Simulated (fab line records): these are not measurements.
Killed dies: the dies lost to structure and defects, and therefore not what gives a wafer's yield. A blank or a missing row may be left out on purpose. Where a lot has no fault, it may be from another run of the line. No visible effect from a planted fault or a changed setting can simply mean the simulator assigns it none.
fab line records + flow sky130
record
- lots=12
- wafers=35
- lastDay=50
route steps=708 shown LDD_HVP@285 SPACER@305 SD_N@346 PAD_OPEN@708
lots that met no fault: taken from a fault-free run of the same line
startH: hours from the record's opening day to when the first of the lot's shown wafers began + waitH: hours since the lot's step before + " same as the row above + L1.1+2: one row covering several wafers at once + - no value, or no start was given + * or withheld: withheld + < > ~ a bound
route shown NAME@n: a module of which the file shows steps, and the number in the route of the first + usual: mean/standard deviation taken from wafers without a fault + same: alike in all rows + chamber/n: place in a boat + sites: the reading at each site + _std_site: the values' standard deviation + _edge_site: outer sites' mean less inner sites' + radiusMm: how far each site lies from the wafer's centre + mask NAME#n: copy n + behind: the tool/chamber that last shaped the wafer + hold: reason for holding the lot/hours on hold/outcome of the hold + device: the transistor (n, p or np) that didn't switch + end of line: the tests these same wafers got at the end of their route + a step with no rows: only its recipe + killed: the dies lost at the first sort to structure and to defects; this is not the yield of the wafer + map: the dies of a wafer, with x for killed, . for not killed, _ for no die there
set.NAME: the run value of the setting; set.NAME@STEP: its run value at that earlier step + model.NAME: the simulator's own value behind a step, which no gauge read
steps of the route over a sample of lots; a table a step, a row a wafer
services: a tool's chamber out of use, with start hour (startH, from the record's first day; less than 0 if before it), hours out, and reason
## steps
# step SKY_LDD_HVP_OVL_MEAS_07
# usual
- LDD_HVP_OVL=-0.8/1.3
| lot.wafer | tool       | chamber | startH | waitH | LDD_HVP_OVL[nm] |
|-----------|------------|---------|--------|-------|-----------------|
| L517.2    | overlay-01 | -       | 486.81 | 0.1   | -1.8            |
| L517.4    | "          | -       | "      | "     | -1.6            |
| L517.5    | "          | -       | "      | "     | -1.6            |
| L518.1    | overlay-01 | -       | 496.39 | 0.1   | -0.5            |
| L518.4    | "          | -       | "      | "     | 1.3             |
| L518.5    | "          | -       | "      | "     | 0.0             |
| L525.1    | overlay-01 | -       | 567.03 | 0.1   | -0.2            |
| L525.6    | "          | -       | "      | "     | -0.2            |
| L528.2    | overlay-02 | -       | 595.79 | 0.1   | -1.5            |
| L528.4    | "          | -       | "      | "     | 1.4             |
| L528.5    | "          | -       | "      | "     | -0.7            |
| L530.2    | overlay-02 | -       | 607.21 | 0.1   | 1.1             |
| L530.3    | "          | -       | "      | "     | 0.6             |
| L530.5    | "          | -       | "      | "     | -0.5            |
| L532.1    | overlay-02 | -       | 624.56 | 0.1   | -0.5            |
| L532.5    | "          | -       | "      | "     | -1.0            |
| L532.6    | "          | -       | "      | "     | -0.9            |
| L534.1    | overlay-01 | -       | 641.74 | 0.1   | -1.4            |
| L534.5    | "          | -       | "      | "     | -4.7            |
| L534.6    | "          | -       | "      | "     | -1.0            |
| L535.3    | overlay-01 | -       | 649.20 | 0.1   | -1.6            |
| L535.5    | "          | -       | "      | "     | -2.4            |
| L535.6    | "          | -       | "      | "     | -1.8            |
| L537.1    | overlay-02 | -       | 665.21 | 0.1   | 1.3             |
| L537.3    | "          | -       | "      | "     | 1.5             |
| L537.6    | "          | -       | "      | "     | -0.2            |
| L538.1    | overlay-02 | -       | 683.61 | 0.1   | -2.3            |
| L538.4    | "          | -       | "      | "     | -0.7            |
| L538.5    | "          | -       | "      | "     | -0.8            |
| L539.3    | overlay-01 | -       | 684.60 | 0.1   | -1.7            |
| L539.5    | "          | -       | "      | "     | -1.1            |
| L539.6    | "          | -       | "      | "     | 0.2             |
| L540.1    | overlay-01 | -       | 693.41 | 0.1   | -1.9            |
| L540.3    | "          | -       | "      | "     | 0.1             |
| L540.5    | "          | -       | "      | "     | -0.8            |
# step SKY_LDD_HVP_STRIP_09
# recipe
- chemistry=O2/N2
- powerW=1400
- pressureMtorr=1500
- platenTempC=withheld
- o2FlowSccm=3000
- n2FlowSccm=300
- overashFraction=0.5
# usual
- drypumpMotorCurrentA=5.5/0.51
- oesProductAu=0.408/0.0045
- stripTimeToEndpointS=4.132/0.016
| lot.wafer | tool           | chamber | startH | waitH | drypumpMotorCurrentA | oesProductAu | rfHoursCounterH | stripTimeToEndpointS |
|-----------|----------------|---------|--------|-------|----------------------|--------------|-----------------|----------------------|
| L517.2    | plasmaAsher-04 | 0       | 486.99 | 0.1   | 5.6                  | 0.404        | 76              | 4.120                |
| L517.4    | "              | 0       | "      | "     | 5.6                  | 0.401        | -               | 4.151                |
| L517.5    | "              | 0       | "      | "     | 5.6                  | 0.402        | -               | 4.119                |
| L518.1    | plasmaAsher-02 | 1       | 496.57 | 0.1   | 4.8                  | 0.411        | 68              | 4.149                |
| L518.4    | "              | 0       | "      | "     | 6.1                  | 0.406        | -               | 4.144                |
| L518.5    | "              | 0       | "      | "     | 6.1                  | 0.409        | -               | 4.137                |
| L525.1    | plasmaAsher-04 | 0       | 567.22 | 0.1   | 5.6                  | 0.413        | 85              | 4.158                |
| L525.6    | "              | 0       | "      | "     | 5.6                  | 0.416        | -               | 4.134                |
| L528.2    | plasmaAsher-04 | 1       | 595.97 | 0.1   | 5.0                  | 0.416        | 87              | 4.121                |
| L528.4    | "              | 1       | "      | "     | 5.0                  | 0.416        | -               | 4.114                |
| L528.5    | "              | 1       | "      | "     | 5.0                  | 0.405        | -               | 4.115                |
| L530.2    | plasmaAsher-02 | 1       | 607.39 | 0.1   | 4.8                  | 0.416        | 79              | 4.119                |
| L530.3    | "              | 0       | "      | "     | 6.0                  | 0.405        | -               | 4.119                |
| L530.5    | "              | 0       | "      | "     | 6.0                  | 0.411        | -               | 4.140                |
| L532.1    | plasmaAsher-02 | 1       | 624.75 | 0.1   | 4.8                  | 0.415        | 81              | 4.129                |
| L532.5    | "              | 0       | "      | "     | 6.0                  | 0.404        | -               | 4.139                |
| L532.6    | "              | 1       | "      | "     | 4.8                  | 0.409        | -               | 4.126                |
| L534.1    | plasmaAsher-03 | 0       | 641.92 | 0.1   | 6.1                  | 0.412        | 50              | 4.142                |
| L534.5    | "              | 0       | "      | "     | 6.1                  | 0.415        | -               | 4.140                |
| L534.6    | "              | 1       | "      | "     | 5.3                  | 0.417        | -               | 4.120                |
| L535.3    | plasmaAsher-03 | 0       | 649.40 | 0.1   | 6.1                  | 0.408        | -               | 4.137                |
| L535.5    | "              | 1       | "      | "     | 5.3                  | 0.409        | -               | 4.148                |
| L535.6    | "              | 0       | "      | "     | 6.1                  | 0.407        | -               | 4.144                |
| L537.1    | plasmaAsher-03 | 1       | 665.40 | 0.1   | 5.3                  | 0.405        | 53              | 4.115                |
| L537.3    | "              | 0       | "      | "     | 6.1                  | 0.406        | -               | 4.127                |
| L537.6    | "              | 0       | "      | "     | 6.1                  | 0.401        | -               | 4.128                |
| L538.1    | plasmaAsher-04 | 0       | 683.79 | 0.1   | 5.6                  | 0.407        | 95              | 4.166                |
| L538.4    | "              | 1       | "      | "     | 5.0                  | 0.407        | -               | 4.130                |
| L538.5    | "              | 1       | "      | "     | 5.0                  | 0.412        | -               | 4.161                |
| L539.3    | plasmaAsher-04 | 0       | 684.80 | 0.1   | 5.6                  | 0.405        | -               | 4.147                |
| L539.5    | "              | 1       | "      | "     | 5.0                  | 0.406        | -               | 4.137                |
| L539.6    | "              | 0       | "      | "     | 5.6                  | 0.413        | -               | 4.150                |
| L540.1    | plasmaAsher-03 | 0       | 693.59 | 0.1   | 6.1                  | 0.402        | 55              | 4.161                |
| L540.3    | "              | 0       | "      | "     | 6.1                  | 0.404        | -               | 4.130                |
| L540.5    | "              | 0       | "      | "     | 6.1                  | 0.409        | -               | 4.145                |
# step SKY_SPACER_THK_MEAS_01
# recipe
- reads=Si3N4_of_SPACER_CVD_00
# usual
- SPACER_CVD_00_THK=43.1/0.37
| lot.wafer | tool         | chamber | startH | waitH | SPACER_CVD_00_THK[nm] |
|-----------|--------------|---------|--------|-------|-----------------------|
| L517.2    | filmMetro-03 | -       | 520.04 | 0.0   | 43.2                  |
| L517.4    | "            | -       | "      | "     | 43.3                  |
| L517.5    | "            | -       | "      | "     | 43.0                  |
| L518.1    | filmMetro-03 | -       | 529.46 | 0.0   | 43.1                  |
| L518.4    | "            | -       | "      | "     | 43.5                  |
| L518.5    | "            | -       | "      | "     | 43.2                  |
| L525.1    | filmMetro-01 | -       | 599.46 | 0.0   | 43.0                  |
| L525.6    | "            | -       | "      | "     | 43.1                  |
| L528.2    | filmMetro-04 | -       | 627.83 | 0.0   | 42.6                  |
| L528.4    | "            | -       | "      | "     | 43.0                  |
| L528.5    | "            | -       | "      | "     | 42.7                  |
| L530.2    | filmMetro-03 | -       | 638.27 | 0.0   | 42.7                  |
| L530.3    | "            | -       | "      | "     | 42.7                  |
| L530.5    | "            | -       | "      | "     | 43.0                  |
| L532.1    | filmMetro-04 | -       | 655.34 | 0.0   | 42.8                  |
| L532.5    | "            | -       | "      | "     | 42.9                  |
| L532.6    | "            | -       | "      | "     | 42.6                  |
| L534.1    | filmMetro-01 | -       | 673.54 | 0.0   | 42.9                  |
| L534.5    | "            | -       | "      | "     | 43.2                  |
| L534.6    | "            | -       | "      | "     | 43.1                  |
| L535.3    | filmMetro-03 | -       | 679.91 | 0.0   | 43.1                  |
| L535.5    | "            | -       | "      | "     | 43.4                  |
| L535.6    | "            | -       | "      | "     | 43.3                  |
| L537.1    | filmMetro-03 | -       | 695.56 | 0.0   | 43.3                  |
| L537.3    | "            | -       | "      | "     | 43.0                  |
| L537.6    | "            | -       | "      | "     | 43.1                  |
| L538.1    | filmMetro-04 | -       | 714.06 | 0.0   | 42.9                  |
| L538.4    | "            | -       | "      | "     | 43.3                  |
| L538.5    | "            | -       | "      | "     | 43.2                  |
| L539.3    | filmMetro-03 | -       | 715.29 | 0.0   | 43.2                  |
| L539.5    | "            | -       | "      | "     | 43.0                  |
| L539.6    | "            | -       | "      | "     | 43.2                  |
| L540.1    | filmMetro-03 | -       | 723.68 | 0.0   | 43.0                  |
| L540.3    | "            | -       | "      | "     | 43.3                  |
| L540.5    | "            | -       | "      | "     | 42.9                  |
# step SKY_SD_N_EXPOSE_04
# recipe
- maskId=NSDM
- na=0.6
- sourceShape=conventional
- sigmaOuter=0.6
- polarization=unpolarized
- targetCdNm=380
- doseMj=141
# usual
- reticleTempC=23.02/0.11
# same
- sigmaOuter=0.6
| lot.wafer | tool            | chamber | startH | waitH | mask   | reticleTempC |
|-----------|-----------------|---------|--------|-------|--------|--------------|
| L517.2    | ilineStepper-01 | 0       | 624.88 | -     | NSDM#0 | 23.07        |
| L517.4    | "               | 0       | "      | "     | NSDM#0 | 22.99        |
| L517.5    | "               | 0       | "      | "     | NSDM#0 | 23.01        |
| L518.1    | ilineStepper-01 | 0       | 633.65 | -     | NSDM#0 | 23.00        |
| L518.4    | "               | 0       | "      | "     | NSDM#0 | 23.02        |
| L518.5    | "               | 0       | "      | "     | NSDM#0 | 23.12        |
| L525.1    | ilineStepper-01 | 0       | 701.16 | -     | NSDM#0 | 23.00        |
| L525.6    | "               | 0       | "      | "     | NSDM#0 | 23.07        |
| L528.2    | ilineStepper-01 | 0       | 727.97 | -     | NSDM#0 | 22.87        |
| L528.4    | "               | 0       | "      | "     | NSDM#0 | 23.03        |
| L528.5    | "               | 0       | "      | "     | NSDM#0 | 22.91        |
| L530.2    | ilineStepper-02 | 0       | 737.90 | -     | NSDM#0 | 22.88        |
| L530.3    | "               | 0       | "      | "     | NSDM#0 | 23.11        |
| L530.5    | "               | 0       | "      | "     | NSDM#0 | 22.97        |
| L532.1    | ilineStepper-02 | 0       | 753.74 | -     | NSDM#0 | 23.12        |
| L532.5    | "               | 0       | "      | "     | NSDM#0 | 23.00        |
| L532.6    | "               | 0       | "      | "     | NSDM#0 | 22.82        |
| L534.1    | ilineStepper-02 | 0       | 770.55 | -     | NSDM#0 | 22.89        |
| L534.5    | "               | 0       | "      | "     | NSDM#0 | 23.03        |
| L534.6    | "               | 0       | "      | "     | NSDM#0 | 23.02        |
| L535.3    | ilineStepper-02 | 0       | 776.39 | -     | NSDM#0 | 23.14        |
| L535.5    | "               | 0       | "      | "     | NSDM#0 | 23.26        |
| L535.6    | "               | 0       | "      | "     | NSDM#0 | 23.28        |
| L537.1    | ilineStepper-02 | 0       | 790.61 | -     | NSDM#0 | 22.96        |
| L537.3    | "               | 0       | "      | "     | NSDM#0 | 22.92        |
| L537.6    | "               | 0       | "      | "     | NSDM#0 | 22.96        |
| L538.1    | ilineStepper-02 | 0       | 808.25 | -     | NSDM#0 | 22.93        |
| L538.4    | "               | 0       | "      | "     | NSDM#0 | 22.84        |
| L538.5    | "               | 0       | "      | "     | NSDM#0 | 22.95        |
| L539.3    | ilineStepper-02 | 0       | 810.04 | -     | NSDM#0 | 23.12        |
| L539.5    | "               | 0       | "      | "     | NSDM#0 | 23.00        |
| L539.6    | "               | 0       | "      | "     | NSDM#0 | 23.00        |
| L540.1    | ilineStepper-01 | 0       | 816.01 | -     | NSDM#0 | 23.26        |
| L540.3    | "               | 0       | "      | "     | NSDM#0 | 23.25        |
| L540.5    | "               | 0       | "      | "     | NSDM#0 | 23.15        |
# step SKY_SD_N_CD_MEAS_07
# recipe
- targetCdNm=380
# usual
- cdNm=379.8/2.8
| lot.wafer | tool     | chamber | startH | waitH | cdNm  |
|-----------|----------|---------|--------|-------|-------|
| L517.2    | cdSem-02 | -       | 639.13 | 0.1   | 378.3 |
| L517.4    | "        | -       | "      | "     | 378.4 |
| L517.5    | "        | -       | "      | "     | 379.4 |
| L518.1    | cdSem-01 | -       | 647.99 | 0.1   | 383.6 |
| L518.4    | "        | -       | "      | "     | 382.0 |
| L518.5    | "        | -       | "      | "     | 378.8 |
| L525.1    | cdSem-01 | -       | 714.29 | 0.1   | 382.2 |
| L525.6    | "        | -       | "      | "     | 346.8 |
| L528.2    | cdSem-02 | -       | 740.77 | 0.1   | 377.6 |
| L528.4    | "        | -       | "      | "     | 347.6 |
| L528.5    | "        | -       | "      | "     | 378.9 |
| L530.2    | cdSem-01 | -       | 750.78 | 0.1   | 379.0 |
| L530.3    | "        | -       | "      | "     | 381.2 |
| L530.5    | "        | -       | "      | "     | 378.8 |
| L532.1    | cdSem-02 | -       | 766.99 | 0.1   | 385.2 |
| L532.5    | "        | -       | "      | "     | 382.7 |
| L532.6    | "        | -       | "      | "     | 382.5 |
| L534.1    | cdSem-01 | -       | 783.69 | 0.1   | 378.8 |
| L534.5    | "        | -       | "      | "     | 380.9 |
| L534.6    | "        | -       | "      | "     | 380.2 |
| L535.3    | cdSem-01 | -       | 789.25 | 0.1   | 379.2 |
| L535.5    | "        | -       | "      | "     | 378.9 |
| L535.6    | "        | -       | "      | "     | 380.8 |
| L537.1    | cdSem-02 | -       | 802.74 | 0.1   | 377.4 |
| L537.3    | "        | -       | "      | "     | 379.1 |
| L537.6    | "        | -       | "      | "     | 376.7 |
| L538.1    | cdSem-02 | -       | 821.41 | 0.1   | 382.3 |
| L538.4    | "        | -       | "      | "     | 382.4 |
| L538.5    | "        | -       | "      | "     | 382.3 |
| L539.3    | cdSem-02 | -       | 823.33 | 0.1   | 383.0 |
| L539.5    | "        | -       | "      | "     | 382.2 |
| L539.6    | "        | -       | "      | "     | 382.4 |
| L540.1    | cdSem-02 | -       | 829.10 | 0.1   | 384.7 |
| L540.3    | "        | -       | "      | "     | 381.7 |
| L540.5    | "        | -       | "      | "     | 382.7 |
# step SKY_PAD_OPEN_PROBE_99
# usual
- killed_at_M0_to_M3=42/7.7
- killed_at_M4_up=3.1/1.9
- killedAtContacts=24/4.9
- killedAtFrontEnd=15/4.6
- killedAtOther=0.3/0.51
- killedDies=85/9.9
- killedOnRim=17/4.1
- killedOpen=47/7.1
- killedShort=38/6.7
# same
- grossDies=492
- killedAtBackSide=0
| lot.wafer | tool      | chamber | startH  | waitH | killed_at_M0_to_M3 | killed_at_M4_up | killedAtContacts | killedAtFrontEnd | killedAtOther | killedDies | killedOnRim | killedOpen | killedShort |
|-----------|-----------|---------|---------|-------|--------------------|-----------------|------------------|------------------|---------------|------------|-------------|------------|-------------|
| L525.6    | prober-01 | -       | 1126.63 | 0.2   | 36                 | 4               | 20               | 11               | 0             | 71         | 11          | 42         | 29          |
| L528.2    | prober-02 | -       | 1142.16 | 0.1   | 53                 | 8               | 26               | 12               | 0             | 99         | 22          | 49         | 50          |
| L528.4    | prober-02 | -       | 1142.26 | 0.2   | 45                 | 1               | 35               | 17               | 1             | 99         | 21          | 60         | 38          |
| L528.5    | prober-02 | -       | 1142.31 | 0.2   | 50                 | 1               | 24               | 15               | 0             | 90         | 14          | 50         | 40          |
| L530.2    | prober-02 | -       | 1150.58 | 0.1   | 35                 | 2               | 30               | 10               | 0             | 77         | 20          | 45         | 32          |
| L530.3    | prober-02 | -       | 1150.63 | 0.2   | 32                 | 0               | 30               | 18               | 1             | 81         | 22          | 47         | 34          |
| L530.5    | prober-02 | -       | 1150.73 | 0.2   | 35                 | 5               | 35               | 12               | 0             | 87         | 19          | 52         | 35          |
| L532.1    | prober-02 | -       | 1161.17 | 0.1   | 52                 | 2               | 21               | 9                | 0             | 84         | 23          | 38         | 45          |
| L532.5    | prober-02 | -       | 1161.37 | 0.2   | 34                 | 4               | 21               | 18               | 0             | 77         | 13          | 43         | 34          |
| L532.6    | prober-02 | -       | 1161.42 | 0.2   | 51                 | 1               | 21               | 13               | 0             | 86         | 13          | 41         | 45          |
# killed by level:class
L525.6 VIA1:geometricParticle:open=13 CONTACT:geometricParticle:open=9 METAL1:geometricParticle:short=7 VIA3:geometricParticle:open=6 LOCAL_INTERCONNECT:geometricParticle:short=5 CONTACT:geometricParticle:short=4 FIELD_ISO:geometricParticle:open=3 POLY_GATE:geometricParticle:short=3
L528.2 LI_CONTACT:geometricParticle:open=8 METAL1:geometricParticle:short=8 CONTACT:geometricParticle:open=8 VIA1:geometricParticle:open=8 VIA3:geometricParticle:open=8 METAL2:geometricParticle:short=6 METAL4:geometricParticle:short=6 VIA2:geometricParticle:short=5
L528.4 CONTACT:geometricParticle:open=16 LI_CONTACT:geometricParticle:open=9 METAL1:geometricParticle:short=9 VIA1:geometricParticle:open=9 VIA2:geometricParticle:open=9 CONTACT:geometricParticle:short=7 VIA3:geometricParticle:open=6 METAL2:geometricParticle:short=5
L528.5 VIA1:geometricParticle:open=12 CONTACT:geometricParticle:open=8 VIA2:geometricParticle:open=7 CONTACT:geometricParticle:short=6 VIA1:geometricParticle:short=6 VIA3:geometricParticle:open=6 LI_CONTACT:geometricParticle:open=5 METAL1:geometricParticle:short=5
L530.2 CONTACT:geometricParticle:open=14 VIA1:geometricParticle:open=11 CONTACT:geometricParticle:short=7 LI_CONTACT:geometricParticle:open=5 POLY_GATE:geometricParticle:open=4 VIA1:geometricParticle:short=4 VIA2:geometricParticle:short=4 LOCAL_INTERCONNECT:geometricParticle:short=3
L530.3 CONTACT:geometricParticle:open=13 LI_CONTACT:geometricParticle:open=8 POLY_GATE:geometricParticle:short=7 VIA1:geometricParticle:open=7 VIA3:geometricParticle:open=6 FIELD_ISO:geometricParticle:short=5 VIA2:geometricParticle:open=5 CONTACT:geometricParticle:short=5
L530.5 CONTACT:geometricParticle:open=15 VIA1:geometricParticle:open=10 LI_CONTACT:geometricParticle:open=6 CONTACT:geometricParticle:short=5 METAL1:geometricParticle:short=5 VIA2:geometricParticle:open=5 FIELD_ISO:geometricParticle:short=4 LI_CONTACT:geometricParticle:short=4
L532.1 VIA1:geometricParticle:open=12 CONTACT:geometricParticle:open=11 METAL2:geometricParticle:short=9 VIA1:geometricParticle:short=7 VIA2:geometricParticle:short=7 VIA3:geometricParticle:open=5 LOCAL_INTERCONNECT:geometricParticle:short=4 CONTACT:geometricParticle:short=4
L532.5 VIA1:geometricParticle:open=10 CONTACT:geometricParticle:open=6 METAL3:geometricParticle:short=5 POLY_GATE:geometricParticle:short=4 POLY_GATE:geometricParticle:open=4 LI_CONTACT:geometricParticle:open=4 LOCAL_INTERCONNECT:geometricParticle:short=4 CONTACT:geometricParticle:short=4
L532.6 VIA1:geometricParticle:open=14 METAL2:geometricParticle:short=10 CONTACT:geometricParticle:short=7 CONTACT:geometricParticle:open=6 VIA1:geometricParticle:short=6 LI_CONTACT:geometricParticle:open=4 VIA3:geometricParticle:open=4 METAL1:geometricParticle:short=3
## services
| tool            | chamber | startH | hours | kind        |
|-----------------|---------|--------|-------|-------------|
| plasmaAsher-03  | -       | 467.94 | 1.4   | repair      |
| ilineStepper-01 | -       | 474.09 | 4.4   | pm          |
| plasmaAsher-03  | -       | 533.04 | 2.8   | pm          |
| ilineStepper-01 | -       | 536.77 | 8.1   | repair      |
| ilineStepper-02 | -       | 539.75 | 0.7   | repair      |
| ilineStepper-02 | -       | 552.63 | 0.5   | repair      |
| ilineStepper-02 | 0       | 558.61 | -     | calibration |
| plasmaAsher-04  | -       | 568.68 | 2.8   | pm          |
| ilineStepper-01 | 0       | 585.75 | -     | calibration |
| plasmaAsher-03  | -       | 602.21 | 28.1  | pm          |
| plasmaAsher-04  | -       | 642.87 | 14.6  | pm          |
| ilineStepper-01 | -       | 675.77 | 1.7   | pm          |
| ilineStepper-02 | -       | 684.03 | 1.7   | pm          |
| plasmaAsher-04  | -       | 733.75 | 9.0   | pm          |
| plasmaAsher-04  | 0       | 733.75 | 9.0   | ventCycle   |
| plasmaAsher-04  | 1       | 733.75 | 9.0   | ventCycle   |
| plasmaAsher-04  | 0       | 742.75 | -     | clean       |
| plasmaAsher-04  | 1       | 742.75 | -     | clean       |
| ilineStepper-02 | 0       | 766.13 | -     | calibration |
| ilineStepper-01 | 0       | 792.79 | -     | calibration |
## key
firstSign
- step=SKY_SD_N_CD_MEAS_07
- reading=cdNm
- direction=down
- sigmas=12
- usual=379.8
- struck=347.2
effect none on later readings
metAt SKY_SD_N_EXPOSE_04
struckLots L525,L528
struckWafers L525.6,L528.4
testerLeftOut L525,L528
notActingAt SKY_LDD_HVP_OVL_MEAS_07,SKY_LDD_HVP_STRIP_09,SKY_SPACER_THK_MEAS_01
onsetBetween 633.65 701.16
fault
- kind=processParameterDrift
- tool=ilineStepper-01
- chamber=-
- onsetH=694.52
- steps=SKY_SD_N_EXPOSE_04
- channel=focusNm
- offset=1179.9
- shape=step
- endH=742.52
- scope=struckWafersOnly
# testerLeftOut: of these lots the tester's yield and bins aren't shown, on N5 and GAA mostly nor the transistor test; their killed dies are dies lost to structure and defects alone, not to doping, threshold or leakage, so they don't give the yield
